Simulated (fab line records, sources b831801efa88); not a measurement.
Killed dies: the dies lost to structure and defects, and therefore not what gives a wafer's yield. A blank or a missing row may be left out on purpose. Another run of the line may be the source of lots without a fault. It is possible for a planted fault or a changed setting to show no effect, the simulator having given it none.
fab line records ; flow sky130
[record] lots = 12; wafers = 36; lastDay = 50
route steps=708 shown FIELD_ISO@5 NWELL@34 PAD_OPEN@708
lots that met no fault: from a run of the same line without faults
startH: hours from the record's first day to the start of the lot's first wafer shown ; waitH: hours elapsed since this lot's preceding step ; " repeats the value in the row above ; L1.1+2: a single row standing in for several wafers ; - no value, or no start was given ; * or withheld: withheld ; < > ~ a bound
route shown NAME@n: names a module that has steps shown in the file, with the first one's number in the route ; usual: mean/standard deviation of fault-free wafers ; same: alike in all rows ; chamber/n: place in a boat ; sites: the reading at each site ; _std_site: how widely they spread, as a standard deviation ; _edge_site: mean of outer sites minus mean of inner sites ; radiusMm: for every site, how far away it sits from the centre of the wafer ; mask NAME#n: copy n ; behind: the most recent tool/chamber to have shaped the wafer ; hold: reason for holding the lot/hours on hold/outcome of the hold ; device: transistor that didn't switch, given as n, p or np ; end of line: tests run on the same wafers once the route is complete ; a step given without rows: its recipe and nothing more ; killed: not the wafer's yield, but the dies lost to structure and defects at the first sort ; map: dies across one wafer; x = killed, . = not, _ = none there
set.NAME: the run value of the setting; set.NAME@STEP: its run value at that earlier step ; model.NAME: the simulator's own value behind a step, which no gauge read
steps of the route over a sample of lots; a table a step, a row a wafer
services: a tool's chamber out of use, with start hour (startH, from the record's first day; less than 0 if before it), hours out, and reason
[[steps]]
[step SKY_FIELD_ISO_THK_MEAS_04]
[recipe] reads = Si3N4_of_FIELD_ISO_CVD_03
[usual] FIELD_ISO_CVD_03_THK = 165.0/1.3
lot.wafer;tool;chamber;startH;waitH;FIELD_ISO_CVD_03_THK[nm]
L694.1;filmMetro-04;-;23.45;0.0;164.0
L694.2;filmMetro-04;-;23.45;0.0;162.9
L694.5;filmMetro-04;-;23.45;0.0;162.7
L695.2;filmMetro-03;-;23.46;0.0;163.9
L695.3;filmMetro-03;-;23.46;0.0;165.5
L695.6;filmMetro-03;-;23.46;0.0;164.3
L696.1;filmMetro-03;-;26.97;0.0;164.5
L696.2;filmMetro-03;-;26.97;0.0;164.9
L696.6;filmMetro-03;-;26.97;0.0;163.4
L697.1;filmMetro-04;-;31.70;0.0;165.3
L697.2;filmMetro-04;-;31.70;0.0;167.0
L697.3;filmMetro-04;-;31.70;0.0;165.5
L698.2;filmMetro-02;-;34.55;0.0;166.6
L698.4;filmMetro-02;-;34.55;0.0;166.7
L698.5;filmMetro-02;-;34.55;0.0;166.6
L700.3;filmMetro-03;-;43.75;0.0;165.0
L700.4;filmMetro-03;-;43.75;0.0;165.1
L700.5;filmMetro-03;-;43.75;0.0;164.7
L705.4;filmMetro-04;-;74.06;0.0;165.7
L705.5;filmMetro-04;-;74.06;0.0;163.2
L705.6;filmMetro-04;-;74.06;0.0;163.7
L708.1;filmMetro-03;-;86.23;0.0;164.2
L708.3;filmMetro-03;-;86.23;0.0;162.8
L708.5;filmMetro-03;-;86.23;0.0;162.7
L713.1;filmMetro-03;-;112.09;0.0;163.3
L713.4;filmMetro-03;-;112.09;0.0;164.6
L713.5;filmMetro-03;-;112.09;0.0;163.7
L714.3;filmMetro-04;-;116.54;0.0;164.4
L714.5;filmMetro-04;-;116.54;0.0;164.9
L714.6;filmMetro-04;-;116.54;0.0;164.3
L716.1;filmMetro-03;-;126.30;0.0;164.0
L716.3;filmMetro-03;-;126.30;0.0;163.1
L716.4;filmMetro-03;-;126.30;0.0;163.1
L717.1;filmMetro-02;-;130.03;0.0;163.0
L717.2;filmMetro-02;-;130.03;0.0;164.1
L717.3;filmMetro-02;-;130.03;0.0;164.0
[step SKY_FIELD_ISO_CMP_27]
[recipe] stopOn = Si3N4; tOverpolishS = 16; downForcePsi = 4; platenRpm = 60; targetThkNm = 457.8; padVelocityMS = 0.94248
[usual] headPressurePsi = 4.001/0.0082; motorCurrentA = 11.9/1.4; overpolishRunS = 16.000/0.0093; timeToEndpointS = 111/4.4
[same] tOverpolishS = 16
lot.wafer;tool;chamber;startH;waitH;headPressurePsi;motorCurrentA;overpolishRunS;timeToEndpointS
L694.1;cmp-02;2;41.52;0.0;4.000;12.5;15.991;118
L694.2;cmp-02;1;41.52;0.0;3.997;14.7;16.012;111
L694.5;cmp-02;3;41.52;0.0;4.009;10.4;16.002;113
L695.3;cmp-01;2;43.02;0.0;4.004;9.8;16.010;107
L695.2;cmp-01;3;43.02;0.0;3.997;13.5;15.994;114
L695.6;cmp-01;3;43.02;0.0;3.989;12.3;15.996;110
L696.1;cmp-01;3;45.13;0.1;4.004;12.2;15.993;113
L696.2;cmp-01;1;45.13;0.1;3.997;12.0;16.005;105
L696.6;cmp-01;3;45.13;0.1;3.999;12.2;16.003;111
L697.3;cmp-02;1;50.08;0.0;3.998;14.9;15.996;113
L697.1;cmp-02;2;50.08;0.0;4.004;12.1;16.005;114
L697.2;cmp-02;3;50.08;0.0;3.988;10.9;16.010;116
L698.2;cmp-01;0;55.86;0.1;3.999;12.4;16.016;105
L698.4;cmp-01;1;55.86;0.1;4.001;11.3;15.992;105
L698.5;cmp-01;3;55.86;0.1;4.007;12.6;15.998;116
L700.3;cmp-02;0;70.68;0.0;4.016;10.9;15.995;108
L700.4;cmp-02;2;70.68;0.0;4.007;12.2;15.996;115
L700.5;cmp-02;1;70.68;0.0;3.990;14.8;16.016;110
L705.4;cmp-01;0;94.55;0.1;4.006;13.4;16.001;104
L705.6;cmp-01;3;94.55;0.1;3.994;13.0;16.010;111
L705.5;cmp-01;0;94.55;0.1;3.997;12.9;15.997;105
L708.3;cmp-02;3;112.36;0.0;4.008;10.8;15.999;115
L708.1;cmp-02;1;112.36;0.0;4.004;14.0;15.998;114
L708.5;cmp-02;3;112.36;0.0;4.000;10.6;16.012;113
L713.1;cmp-01;2;133.64;0.1;4.002;9.3;15.985;106
L713.4;cmp-01;3;133.64;0.1;4.021;12.6;15.998;114
L713.5;cmp-01;2;133.64;0.1;4.004;9.7;16.001;103
L714.3;cmp-01;0;138.90;0.1;3.998;12.4;16.019;110
L714.6;cmp-01;1;138.90;0.1;4.009;11.8;16.005;112
L714.5;cmp-01;2;138.90;0.1;4.003;9.7;16.001;114
L716.4;cmp-02;2;150.13;0.0;4.010;12.6;15.994;116
L716.1;cmp-02;3;150.13;0.0;3.998;10.8;15.996;115
L716.3;cmp-02;0;150.13;0.0;3.986;10.8;16.016;109
L717.2;cmp-01;2;153.97;0.0;4.017;9.9;15.987;110
L717.3;cmp-01;3;153.97;0.0;4.000;12.5;15.995;112
L717.1;cmp-01;1;153.97;0.0;4.001;11.9;15.990;107
[step SKY_NWELL_THK_MEAS_02]
[recipe] reads = SiO2_of_NWELL_OXIDATION_01
[usual] NWELL_OXIDATION_THK = 9.85/0.2
lot.wafer;tool;chamber;startH;waitH;hold;NWELL_OXIDATION_THK[nm]
L694.1;filmMetro-03;-;44.41;0.0;-;9.39
L694.2;filmMetro-03;-;44.41;0.0;-;9.61
L694.5;filmMetro-03;-;44.41;0.0;-;9.69
L695.2;filmMetro-01;-;45.81;0.0;-;9.78
L695.3;filmMetro-01;-;45.81;0.0;-;9.64
L695.6;filmMetro-01;-;45.81;0.0;-;9.98
L696.1;filmMetro-03;-;48.03;0.0;-;9.91
L696.2;filmMetro-03;-;48.03;0.0;-;9.73
L696.6;filmMetro-03;-;48.03;0.0;-;9.82
L697.1;filmMetro-01;-;54.20;0.0;-;9.92
L697.2;filmMetro-01;-;54.20;0.0;-;9.98
L697.3;filmMetro-01;-;54.20;0.0;-;10.22
L698.2;filmMetro-03;-;58.65;0.0;-;9.88
L698.4;filmMetro-03;-;58.65;0.0;-;10.04
L698.5;filmMetro-03;-;58.65;0.0;-;9.94
L700.3;filmMetro-02;-;74.76;0.0;-;9.50
L700.4;filmMetro-02;-;74.76;0.0;-;9.52
L700.5;filmMetro-02;-;74.76;0.0;-;9.54
L705.4;filmMetro-01;-;96.88;0.0;awaitDispo/0.2h/release;10.90
L705.5;filmMetro-01;-;96.88;0.0;awaitDispo/0.2h/release;10.82
L705.6;filmMetro-01;-;96.88;0.0;awaitDispo/0.2h/release;10.84
L705.4;filmMetro-01;-;97.14;0.3;-;10.82
L705.5;filmMetro-01;-;97.14;0.3;-;10.81
L705.6;filmMetro-01;-;97.14;0.3;-;10.87
L708.1;filmMetro-01;-;116.19;0.0;awaitDispo/0.2h/release;10.82
L708.3;filmMetro-01;-;116.19;0.0;awaitDispo/0.2h/release;10.62
L708.5;filmMetro-01;-;116.19;0.0;awaitDispo/0.2h/release;10.65
L708.1;filmMetro-01;-;116.41;0.2;-;10.74
L708.3;filmMetro-01;-;116.41;0.2;-;10.63
L708.5;filmMetro-01;-;116.41;0.2;-;10.69
L713.1;filmMetro-03;-;135.89;0.0;-;9.66
L713.4;filmMetro-03;-;135.89;0.0;-;9.82
L713.5;filmMetro-03;-;135.89;0.0;-;9.98
L714.3;filmMetro-03;-;141.56;0.0;-;9.79
L714.5;filmMetro-03;-;141.56;0.0;-;10.09
L714.6;filmMetro-03;-;141.56;0.0;-;9.90
L716.1;filmMetro-02;-;152.70;0.0;-;9.95
L716.3;filmMetro-02;-;152.70;0.0;-;10.06
L716.4;filmMetro-02;-;152.70;0.0;-;10.22
L717.1;filmMetro-02;-;157.78;0.0;-;9.84
L717.2;filmMetro-02;-;157.78;0.0;-;9.66
L717.3;filmMetro-02;-;157.78;0.0;-;10.05
[step SKY_NWELL_STRIP_14]
[recipe] chemistry = O2/N2; powerW = 1400; pressureMtorr = 1500; platenTempC = withheld; o2FlowSccm = 3000; n2FlowSccm = 300; overashFraction = 0.5207
[usual] drypumpMotorCurrentA = 5.87/0.29; oesProductAu = 0.716/0.0045; stripTimeToEndpointS = 36.99/0.1
lot.wafer;tool;chamber;startH;waitH;drypumpMotorCurrentA;oesProductAu;rfHoursCounterH;stripTimeToEndpointS
L694.1;plasmaAsher-01;1;94.25;0.1;5.76;0.719;44;36.90
L694.2;plasmaAsher-01;0;94.25;0.1;5.70;0.720;44;37.04
L694.5;plasmaAsher-01;1;94.25;0.1;5.75;0.717;-;37.02
L695.2;plasmaAsher-01;1;95.60;0.1;5.75;0.716;44;37.13
L695.3;plasmaAsher-01;0;95.60;0.1;5.71;0.707;-;37.01
L695.6;plasmaAsher-01;1;95.60;0.1;5.73;0.709;-;37.10
L696.1;plasmaAsher-02;1;98.60;0.1;5.53;0.723;39;37.10
L696.2;plasmaAsher-02;0;98.60;0.1;6.37;0.711;39;36.99
L696.6;plasmaAsher-02;0;98.60;0.1;6.36;0.713;-;37.03
L697.1;plasmaAsher-03;1;104.00;0.1;5.95;0.714;40;37.00
L697.2;plasmaAsher-03;0;104.00;0.1;6.16;0.707;40;37.02
L697.3;plasmaAsher-03;0;104.00;0.1;6.15;0.710;-;37.03
L698.2;plasmaAsher-02;0;109.42;0.1;6.38;0.719;40;36.92
L698.4;plasmaAsher-02;1;109.42;0.1;5.52;0.710;-;36.98
L698.5;plasmaAsher-02;1;109.42;0.1;5.52;0.710;-;36.81
L700.3;plasmaAsher-01;1;127.88;0.1;5.75;0.718;-;37.05
L700.4;plasmaAsher-01;0;127.88;0.1;5.71;0.716;-;37.11
L700.5;plasmaAsher-01;1;127.88;0.1;5.75;0.722;-;37.10
L705.4;plasmaAsher-02;1;151.86;0.1;5.55;0.711;-;36.98
L705.5;plasmaAsher-02;0;151.86;0.1;6.37;0.717;-;36.93
L705.6;plasmaAsher-02;1;151.86;0.1;5.53;0.714;-;36.93
L708.1;plasmaAsher-03;0;175.73;0.1;6.16;0.710;3;36.79
L708.3;plasmaAsher-03;0;175.73;0.1;6.13;0.714;-;36.80
L708.5;plasmaAsher-03;0;175.73;0.1;6.11;0.718;-;36.85
L713.1;plasmaAsher-03;0;197.35;0.1;6.14;0.718;5;37.10
L713.4;plasmaAsher-03;1;197.35;0.1;5.94;0.721;-;37.05
L713.5;plasmaAsher-03;0;197.35;0.1;6.16;0.715;-;36.99
L714.3;plasmaAsher-01;1;203.04;0.1;5.73;0.718;-;36.91
L714.5;plasmaAsher-01;1;203.04;0.1;5.74;0.705;-;36.84
L714.6;plasmaAsher-01;0;203.04;0.1;5.71;0.716;-;36.88
L716.1;plasmaAsher-01;1;214.77;0.1;5.77;0.713;58;36.89
L716.3;plasmaAsher-01;1;214.77;0.1;5.76;0.718;-;36.80
L716.4;plasmaAsher-01;0;214.77;0.1;5.72;0.719;-;36.96
L717.1;plasmaAsher-01;0;223.40;0.1;5.69;0.715;59;37.11
L717.2;plasmaAsher-01;1;223.40;0.1;5.73;0.722;59;37.09
L717.3;plasmaAsher-01;1;223.40;0.1;5.74;0.715;-;37.03
[step SKY_PAD_OPEN_PROBE_99]
[usual] killed_at_M0_to_M3 = 43/7.6; killed_at_M4_up = 2.8/1.9; killedAtContacts = 24/4.7; killedAtFrontEnd = 16/4.4; killedAtOther = 0.2/0.4; killedDies = 86/9.9; killedOpen = 47/8.2; killedShort = 39/6.3
[same] grossDies = 492; killedAtBackSide = 0
lot.wafer;tool;chamber;startH;waitH;killed_at_M0_to_M3;killed_at_M4_up;killedAtContacts;killedAtFrontEnd;killedAtOther;killedDies;killedOpen;killedShort
L705.4;prober-02;-;1138.68;0.2;41;3;15;9;0;68;33;35
L705.5;prober-02;-;1138.73;0.2;42;5;19;11;0;77;42;35
L705.6;prober-02;-;1138.78;0.2;47;1;25;15;0;88;58;30
L708.1;prober-01;-;1162.88;0.1;35;3;27;18;0;83;44;39
L708.3;prober-01;-;1162.98;0.2;46;2;21;21;0;90;46;44
L708.5;prober-01;-;1163.08;0.2;53;4;17;18;0;92;46;46
L714.3;prober-01;-;1181.76;0.2;41;1;17;18;0;77;44;33
L714.5;prober-01;-;1181.86;0.2;38;3;22;16;0;79;33;46
L714.6;prober-01;-;1181.91;0.2;27;3;20;17;0;67;46;21
L717.1;prober-02;-;1197.03;0.1;37;1;24;19;0;81;43;38
L717.2;prober-02;-;1197.08;0.1;46;1;28;14;0;89;47;42
L717.3;prober-02;-;1197.13;0.2;38;0;25;15;0;78;41;37
// killed by level:class
L705.4 VIA1:geometricParticle:open=9 VIA1:geometricParticle:short=6 VIA3:geometricParticle:open=6 LI_CONTACT:geometricParticle:open=5 METAL2:geometricParticle:short=5 FIELD_ISO:geometricParticle:short=4 METAL1:geometricParticle:short=4 VIA2:geometricParticle:short=4
L705.5 VIA1:geometricParticle:open=9 VIA3:geometricParticle:open=9 CONTACT:geometricParticle:open=7 LI_CONTACT:geometricParticle:open=6 METAL2:geometricParticle:short=5 METAL4:geometricParticle:short=5 POLY_GATE:geometricParticle:open=4 METAL1:geometricParticle:short=4
L705.6 VIA2:geometricParticle:open=12 LI_CONTACT:geometricParticle:open=11 CONTACT:geometricParticle:open=10 VIA3:geometricParticle:open=9 VIA1:geometricParticle:open=8 METAL1:geometricParticle:short=7 FIELD_ISO:geometricParticle:open=4 METAL3:geometricParticle:short=4
L708.1 CONTACT:geometricParticle:open=9 LI_CONTACT:geometricParticle:open=7 METAL2:geometricParticle:short=7 FIELD_ISO:geometricParticle:short=6 VIA2:geometricParticle:open=6 LOCAL_INTERCONNECT:geometricParticle:open=5 METAL1:geometricParticle:short=5 FIELD_ISO:geometricParticle:open=3
L708.3 VIA1:geometricParticle:open=11 CONTACT:geometricParticle:open=8 VIA2:geometricParticle:open=6 VIA3:geometricParticle:open=6 FIELD_ISO:geometricParticle:open=5 POLY_GATE:geometricParticle:short=5 METAL1:geometricParticle:short=5 CONTACT:geometricParticle:short=5
L708.5 VIA1:geometricParticle:open=12 METAL2:geometricParticle:short=10 FIELD_ISO:geometricParticle:open=7 VIA2:geometricParticle:open=7 METAL1:geometricParticle:short=7 VIA3:geometricParticle:open=6 LI_CONTACT:geometricParticle:open=5 CONTACT:geometricParticle:open=5
L714.3 VIA3:geometricParticle:open=9 VIA1:geometricParticle:short=8 VIA1:geometricParticle:open=8 CONTACT:geometricParticle:open=7 FIELD_ISO:geometricParticle:short=5 FIELD_ISO:geometricParticle:open=5 POLY_GATE:geometricParticle:short=5 LOCAL_INTERCONNECT:geometricParticle:open=5
L714.5 CONTACT:geometricParticle:open=9 METAL2:geometricParticle:short=8 VIA1:geometricParticle:open=7 VIA3:geometricParticle:open=6 POLY_GATE:geometricParticle:short=6 VIA2:geometricParticle:short=6 FIELD_ISO:geometricParticle:short=4 LOCAL_INTERCONNECT:geometricParticle:short=4
L714.6 CONTACT:geometricParticle:open=8 FIELD_ISO:geometricParticle:open=7 VIA1:geometricParticle:open=7 LI_CONTACT:geometricParticle:open=5 POLY_GATE:geometricParticle:open=5 METAL1:geometricParticle:short=5 VIA3:geometricParticle:open=4 METAL4:geometricParticle:open=3
L717.1 CONTACT:geometricParticle:open=9 METAL1:geometricParticle:short=8 FIELD_ISO:geometricParticle:open=5 CONTACT:geometricParticle:short=5 LI_CONTACT:geometricParticle:open=5 VIA1:geometricParticle:open=5 METAL3:geometricParticle:short=5 FIELD_ISO:geometricParticle:short=4
L717.2 VIA1:geometricParticle:open=10 CONTACT:geometricParticle:open=9 VIA2:geometricParticle:open=8 VIA3:geometricParticle:open=7 METAL1:geometricParticle:short=6 CONTACT:geometricParticle:short=6 LI_CONTACT:geometricParticle:short=5 POLY_GATE:geometricParticle:short=4
L717.3 CONTACT:geometricParticle:open=10 METAL2:geometricParticle:short=7 VIA3:geometricParticle:open=7 LOCAL_INTERCONNECT:geometricParticle:short=6 VIA2:geometricParticle:open=6 VIA1:geometricParticle:open=5 FIELD_ISO:geometricParticle:open=4 CONTACT:geometricParticle:short=4
[[services]]
tool;chamber;startH;hours;kind
plasmaAsher-02;-;55.25;14.6;pm
cmp-01;-;64.00;4.0;pm
cmp-01;-;68.00;-;consumableReplace:conditioner
cmp-01;-;68.00;-;consumableReplace:pad
plasmaAsher-03;-;108.75;9.0;pm
plasmaAsher-03;0;108.75;9.0;ventCycle
plasmaAsher-03;1;108.75;9.0;ventCycle
plasmaAsher-03;0;117.75;-;clean
plasmaAsher-03;1;117.75;-;clean
cmp-01;-;120.72;0.2;repair
plasmaAsher-03;-;129.83;25.0;pm
cmp-02;-;137.42;1.8;repair
plasmaAsher-02;-;141.49;2.5;repair
cmp-02;-;143.96;2.6;repair
cmp-02;-;154.86;2.4;repair
cmp-02;-;158.16;0.6;repair
cmp-02;-;178.64;4.9;pm
cmp-02;-;207.42;2.8;repair
cmp-01;-;210.46;3.4;pm
[[key]]
[firstSign] step = SKY_NWELL_THK_MEAS_02; reading = visit; direction = added
[effect] step = SKY_NWELL_THK_MEAS_02; reading = NWELL_OXIDATION_THK; direction = up; sigmas = 4.5; usual = 9.85; struck = 10.78
metAt SKY_NWELL_THK_MEAS_02
struckLots L705,L708
testerLeftOut L705,L708
notActingAt SKY_FIELD_ISO_THK_MEAS_04,SKY_FIELD_ISO_CMP_27,SKY_NWELL_STRIP_14
onsetBetween 54.20 96.88
[fault] kind = metrologyMatchingOffset; tool = filmMetro-01; chamber = -; onsetH = 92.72; steps = SKY_NWELL_THK_MEAS_02; param = thkNm; offset = 0.72561
// testerLeftOut: of these lots the tester's yield and bins aren't shown, on N5 and GAA mostly nor the transistor test; their killed dies are dies lost to structure and defects alone, not to doping, threshold or leakage, so they don't give the yield
